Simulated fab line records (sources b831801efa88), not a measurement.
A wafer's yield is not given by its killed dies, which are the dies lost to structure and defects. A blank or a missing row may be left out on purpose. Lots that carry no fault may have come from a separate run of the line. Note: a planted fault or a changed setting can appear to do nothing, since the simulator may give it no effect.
fab line records -- flow gf180mcu
[record] lots = 13, wafers = 39, lastDay = 34
route steps=602 shown M4@470 V4@499 MIM@505
lots untouched by any fault: they come from a run of this same line in which no faults occurred
startH: start of the lot's first displayed wafer, in hours after the record's first day -- waitH: time in hours since the lot's previous step -- " identical to the entry in the row above -- L1.1+2: a single row standing in for several wafers -- - value missing, or start not given -- * or withheld: withheld -- < > ~ a bound
route shown NAME@n: NAME is a module with steps in the file, n the number in the route of the first one -- usual: mean and standard deviation over wafers with no fault -- same: alike in all rows -- chamber/n: place in a boat -- sites: each site's reading -- _std_site: the values' standard deviation -- _edge_site: mean of outer sites minus mean of inner sites -- radiusMm: how far each site lies from the wafer's centre -- mask NAME#n: copy n -- behind: the last tool/chamber to shape the wafer -- hold: cause of the lot's hold/its duration in hours/its outcome -- device: names the non-switching transistor (n, p or np) -- end of line: the route-end tests of the same wafers -- a step without rows: its recipe alone -- killed: dies lost to structure and defects at the first sort, not the wafer's yield -- map: a wafer's dies, x killed, . not, _ none there
set.NAME: setting as actually run; set.NAME@STEP: the setting as run at that earlier step -- model.NAME: the simulator's own value behind a step, which no gauge read
one table for each step of the route and one row for each wafer, over a sample of lots
services: a tool's chamber out of use, with start hour (startH, from the record's first day; less than 0 if before it), hours out, and reason
[[steps]]
[step GF_M4_CD_MEAS_14]
[recipe] targetCdNm = 280
[usual] cdNm = 279.9/1.1
lot.wafer,tool,chamber,startH,waitH,cdNm
L713.4,cdSem-02,-,536.82,0.1,280.5
L713.5,cdSem-02,-,536.82,0.1,279.8
L713.6,cdSem-02,-,536.82,0.1,280.8
L714.3,cdSem-01,-,546.70,0.1,281.8
L714.5,cdSem-01,-,546.70,0.1,280.3
L714.6,cdSem-01,-,546.70,0.1,280.5
L716.1,cdSem-01,-,572.10,0.1,280.6
L716.2,cdSem-01,-,572.10,0.1,281.3
L716.3,cdSem-01,-,572.10,0.1,281.0
L715.4,cdSem-01,-,578.46,0.1,281.0
L715.5,cdSem-01,-,578.46,0.1,280.7
L715.6,cdSem-01,-,578.46,0.1,280.0
L717.2,cdSem-02,-,591.13,0.1,281.4
L717.4,cdSem-02,-,591.13,0.1,281.2
L717.5,cdSem-02,-,591.13,0.1,280.4
L718.1,cdSem-02,-,603.30,0.1,278.0
L718.3,cdSem-02,-,603.30,0.1,278.2
L718.4,cdSem-02,-,603.30,0.1,277.8
L724.1,cdSem-01,-,640.84,0.1,278.7
L724.4,cdSem-01,-,640.84,0.1,279.8
L724.5,cdSem-01,-,640.84,0.1,279.4
L725.4,cdSem-02,-,645.91,0.1,279.6
L725.5,cdSem-02,-,645.91,0.1,279.6
L725.6,cdSem-02,-,645.91,0.1,278.7
L728.2,cdSem-01,-,669.41,0.1,279.5
L728.4,cdSem-01,-,669.41,0.1,279.9
L728.6,cdSem-01,-,669.41,0.1,279.8
L729.1,cdSem-01,-,669.74,0.1,280.2
L729.2,cdSem-01,-,669.74,0.1,279.2
L729.6,cdSem-01,-,669.74,0.1,280.1
L733.1,cdSem-02,-,693.64,0.1,279.1
L733.4,cdSem-02,-,693.64,0.1,279.9
L733.6,cdSem-02,-,693.64,0.1,280.5
L734.2,cdSem-02,-,700.13,0.1,280.1
L734.4,cdSem-02,-,700.13,0.1,281.3
L734.6,cdSem-02,-,700.13,0.1,280.3
L735.1,cdSem-01,-,705.86,0.1,278.8
L735.2,cdSem-01,-,705.86,0.1,279.1
L735.5,cdSem-01,-,705.86,0.1,279.6
[step GF_V4_CVD_23]
[recipe] material = W, targetThkNm = 350, timeS = 104.9, tempC = 400, pressureTorr = 40
[usual] heaterPowerW = 847/120
lot.wafer,tool,chamber,startH,waitH,heaterPowerW
L713.4,cvdW-01,0,562.04,0.1,747
L713.5,cvdW-01,0,562.04,0.1,761
L713.6,cvdW-01,1,562.04,0.1,997
L714.3,cvdW-02,0,571.81,0.1,860
L714.5,cvdW-02,1,571.81,0.1,709
L714.6,cvdW-02,0,571.81,0.1,886
L716.1,cvdW-02,1,595.77,0.0,691
L716.2,cvdW-02,0,595.77,0.0,855
L716.3,cvdW-02,0,595.77,0.0,864
L715.4,cvdW-01,1,601.72,0.1,988
L715.5,cvdW-01,1,601.72,0.1,994
L715.6,cvdW-01,1,601.72,0.1,990
L717.2,cvdW-01,1,614.12,0.0,1023
L717.4,cvdW-01,0,614.12,0.0,764
L717.5,cvdW-01,1,614.12,0.0,995
L718.1,cvdW-01,0,626.21,0.0,758
L718.3,cvdW-01,1,626.21,0.0,1006
L718.4,cvdW-01,0,626.21,0.0,755
L724.1,cvdW-02,0,663.27,0.0,865
L724.4,cvdW-02,1,663.27,0.0,734
L724.5,cvdW-02,1,663.27,0.0,704
L725.4,cvdW-01,1,667.75,0.1,1018
L725.5,cvdW-01,0,667.75,0.1,784
L725.6,cvdW-01,1,667.75,0.1,982
L728.2,cvdW-02,1,690.27,0.0,704
L728.4,cvdW-02,0,690.27,0.0,864
L728.6,cvdW-02,0,690.27,0.0,873
L729.1,cvdW-01,0,690.77,0.0,762
L729.2,cvdW-01,1,690.77,0.0,993
L729.6,cvdW-01,0,690.77,0.0,784
L733.1,cvdW-02,1,714.48,0.0,706
L733.4,cvdW-02,1,714.48,0.0,714
L733.6,cvdW-02,1,714.48,0.0,716
L734.2,cvdW-02,0,721.44,0.0,897
L734.4,cvdW-02,1,721.44,0.0,710
L734.6,cvdW-02,0,721.44,0.0,841
L735.1,cvdW-02,0,726.17,0.0,873
L735.2,cvdW-02,1,726.17,0.0,693
L735.5,cvdW-02,1,726.17,0.0,703
[step GF_MIM_SPUTTER_02]
[recipe] material = AlCu, targetThkNm = 450, powerW = 10600, timeS = 23.9, chamberPressurePa = 0.4
[usual] throttleValvePct = 30.1/0.97
lot.wafer,tool,chamber,startH,waitH,throttleValvePct
L713.4,pvdSputter-01,-,562.73,0.0,29.1
L713.5,pvdSputter-01,-,562.73,0.0,29.0
L713.6,pvdSputter-01,-,562.73,0.0,31.9
L714.3,pvdSputter-02,-,572.61,0.0,29.8
L714.5,pvdSputter-02,-,572.61,0.0,30.5
L714.6,pvdSputter-02,-,572.61,0.0,29.4
L716.1,pvdSputter-03,-,596.49,0.0,29.2
L716.2,pvdSputter-03,-,596.49,0.0,29.5
L716.3,pvdSputter-03,-,596.49,0.0,31.5
L715.4,pvdSputter-01,-,602.45,0.0,31.4
L715.5,pvdSputter-01,-,602.45,0.0,32.1
L715.6,pvdSputter-01,-,602.45,0.0,31.7
L717.2,pvdSputter-02,-,614.85,0.0,29.7
L717.4,pvdSputter-02,-,614.85,0.0,29.2
L717.5,pvdSputter-02,-,614.85,0.0,29.4
L718.1,pvdSputter-03,-,626.94,0.0,29.3
L718.3,pvdSputter-03,-,626.94,0.0,31.3
L718.4,pvdSputter-03,-,626.94,0.0,29.2
L724.1,pvdSputter-01,-,663.99,0.0,31.8
L724.4,pvdSputter-01,-,663.99,0.0,30.4
L724.5,pvdSputter-01,-,663.99,0.0,31.6
L725.4,pvdSputter-02,-,668.47,0.0,29.9
L725.5,pvdSputter-02,-,668.47,0.0,28.9
L725.6,pvdSputter-02,-,668.47,0.0,30.2
L728.2,pvdSputter-01,-,690.99,0.0,29.3
L728.4,pvdSputter-01,-,690.99,0.0,31.8
L728.6,pvdSputter-01,-,690.99,0.0,29.1
L729.1,pvdSputter-03,-,691.50,0.0,29.2
L729.2,pvdSputter-03,-,691.50,0.0,31.4
L729.6,pvdSputter-03,-,691.50,0.0,29.2
L733.1,pvdSputter-01,-,715.20,0.0,29.1
L733.4,pvdSputter-01,-,715.20,0.0,30.5
L733.6,pvdSputter-01,-,715.20,0.0,30.6
L734.2,pvdSputter-03,-,722.17,0.0,31.3
L734.4,pvdSputter-03,-,722.17,0.0,29.9
L734.6,pvdSputter-03,-,722.17,0.0,29.7
L735.1,pvdSputter-02,-,726.89,0.0,30.0
L735.2,pvdSputter-02,-,726.89,0.0,29.4
L735.5,pvdSputter-02,-,726.89,0.0,29.4
[step GF_MIM_CVD_05]
[recipe] material = Si3N4, targetThkNm = 42, tempMaxC = 400, tempC = 385, timeS = 29.086, rfW = 450
[usual] heaterPowerW = 660/83
lot.wafer,tool,chamber,startH,waitH,heaterPowerW
L713.4,pecvd-04,0,562.83,0.0,678
L713.5,pecvd-04,2,562.83,0.0,647
L713.6,pecvd-04,1,562.83,0.0,648
L714.3,pecvd-04,0,572.70,0.0,697
L714.5,pecvd-04,2,572.70,0.0,636
L714.6,pecvd-04,0,572.70,0.0,687
L716.1,pecvd-03,1,596.58,0.0,605
L716.2,pecvd-03,0,596.58,0.0,580
L716.3,pecvd-03,2,596.58,0.0,631
L715.4,pecvd-03,2,602.55,0.0,743
L715.5,pecvd-03,0,602.55,0.0,540
L715.6,pecvd-03,1,602.55,0.0,626
L717.2,pecvd-03,1,614.94,0.0,704
L717.4,pecvd-03,1,614.94,0.0,703
L717.5,pecvd-03,2,614.94,0.0,669
L718.1,pecvd-03,1,627.03,0.0,614
L718.3,pecvd-03,2,627.03,0.0,722
L718.4,pecvd-03,0,627.03,0.0,525
L724.1,pecvd-02,0,664.08,0.0,799
L724.4,pecvd-02,1,664.08,0.0,710
L724.5,pecvd-02,0,664.08,0.0,822
L725.4,pecvd-03,2,668.58,0.0,733
L725.5,pecvd-03,0,668.58,0.0,545
L725.6,pecvd-03,1,668.58,0.0,699
L728.2,pecvd-04,2,691.08,0.0,587
L728.4,pecvd-04,2,691.08,0.0,615
L728.6,pecvd-04,1,691.08,0.0,544
L729.1,pecvd-02,1,691.59,0.0,727
L729.2,pecvd-02,0,691.59,0.0,832
L729.6,pecvd-02,2,691.59,0.0,687
L733.1,pecvd-02,2,715.29,0.0,670
L733.4,pecvd-02,2,715.29,0.0,690
L733.6,pecvd-02,0,715.29,0.0,733
L734.2,pecvd-04,2,722.26,0.0,604
L734.4,pecvd-04,1,722.26,0.0,596
L734.6,pecvd-04,2,722.26,0.0,597
L735.1,pecvd-04,0,726.98,0.0,592
L735.2,pecvd-04,2,726.98,0.0,595
L735.5,pecvd-04,0,726.98,0.0,600
[step GF_MIM_THK_MEAS_06]
[recipe] reads = Si3N4_of_MIM_CVD_05
[usual] MIM_CVD_05_THK = 41.9/0.63
lot.wafer,tool,chamber,startH,waitH,MIM_CVD_05_THK[nm]
L713.4,filmMetro-02,-,562.88,0.0,41.5
L713.5,filmMetro-02,-,562.88,0.0,42.5
L713.6,filmMetro-02,-,562.88,0.0,42.8
L714.3,filmMetro-04,-,572.75,0.0,40.9
L714.5,filmMetro-04,-,572.75,0.0,43.1
L714.6,filmMetro-04,-,572.75,0.0,41.6
L716.1,filmMetro-01,-,596.61,0.0,42.2
L716.2,filmMetro-01,-,596.61,0.0,41.5
L716.3,filmMetro-01,-,596.61,0.0,41.9
L715.4,filmMetro-01,-,602.60,0.0,42.3
L715.5,filmMetro-01,-,602.60,0.0,41.4
L715.6,filmMetro-01,-,602.60,0.0,41.6
L717.2,filmMetro-02,-,614.98,0.0,41.3
L717.4,filmMetro-02,-,614.98,0.0,41.9
L717.5,filmMetro-02,-,614.98,0.0,42.0
L718.1,filmMetro-02,-,627.06,0.0,40.7
L718.3,filmMetro-02,-,627.06,0.0,41.6
L718.4,filmMetro-02,-,627.06,0.0,41.7
L724.1,filmMetro-01,-,664.11,0.0,42.6
L724.4,filmMetro-01,-,664.11,0.0,42.2
L724.5,filmMetro-01,-,664.11,0.0,42.8
L725.4,filmMetro-04,-,668.63,0.0,42.5
L725.5,filmMetro-04,-,668.63,0.0,47.0
L725.6,filmMetro-04,-,668.63,0.0,42.6
L728.2,filmMetro-02,-,691.12,0.0,41.4
L728.4,filmMetro-02,-,691.12,0.0,41.9
L728.6,filmMetro-02,-,691.12,0.0,42.2
L729.1,filmMetro-04,-,691.62,0.0,40.9
L729.2,filmMetro-04,-,691.62,0.0,41.2
L729.6,filmMetro-04,-,691.62,0.0,40.6
L733.1,filmMetro-02,-,715.33,0.0,41.2
L733.4,filmMetro-02,-,715.33,0.0,42.2
L733.6,filmMetro-02,-,715.33,0.0,42.3
L734.2,filmMetro-02,-,722.30,0.0,42.1
L734.4,filmMetro-02,-,722.30,0.0,43.1
L734.6,filmMetro-02,-,722.30,0.0,42.5
L735.1,filmMetro-04,-,727.01,0.0,41.4
L735.2,filmMetro-04,-,727.01,0.0,41.0
L735.5,filmMetro-04,-,727.01,0.0,42.4
[[services]]
tool,chamber,startH,hours,kind
pecvd-04,-,539.65,14.6,pm
pvdSputter-01,2,562.82,-,consumableReplace:kit
pvdSputter-01,2,562.82,18.0,scheduledDown
pvdSputter-01,2,562.82,18.0,ventCycle
pecvd-02,-,563.37,1.2,repair
pecvd-03,-,565.69,0.3,repair
cvdW-02,-,579.79,2.8,pm
pvdSputter-01,-,584.88,11.2,repair
pecvd-04,-,591.12,14.0,pm
pecvd-04,0,591.12,14.0,ventCycle
pecvd-04,1,591.12,14.0,ventCycle
pecvd-04,2,591.12,14.0,ventCycle
cvdW-01,0,592.32,14.4,repair
pvdSputter-03,-,598.22,2.1,repair
pecvd-02,-,602.32,1.0,repair
pecvd-02,1,618.36,7.5,repair
pvdSputter-01,-,637.10,4.1,repair
cvdW-01,1,644.56,7.6,repair
pecvd-02,2,656.15,5.3,repair
cvdW-01,0,680.91,2.0,repair
pvdSputter-03,-,683.86,2.6,repair
pecvd-04,-,704.12,1.7,repair
pvdSputter-02,-,709.75,1.8,repair
cvdW-02,0,710.43,3.5,repair
[[key]]
[firstSign] step = GF_MIM_THK_MEAS_06, reading = MIM_CVD_05_THK, direction = up, sigmas = 8, usual = 41.9, struck = 47.0
effect none on later readings
metAt GF_MIM_CVD_05
struckLots L725
struckWafers L725.5
notActingAt GF_M4_CD_MEAS_14,GF_V4_CVD_23,GF_MIM_SPUTTER_02
onsetBetween 627.03 668.58
[fault] kind = processParameterDrift, tool = pecvd-03, chamber = 0, onsetH = 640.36, steps = GF_MIM_CVD_05, channel = targetThkNm, offset = 4.75, shape = step, endH = 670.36, actsIn = theseRecipesOnly, stated = 42
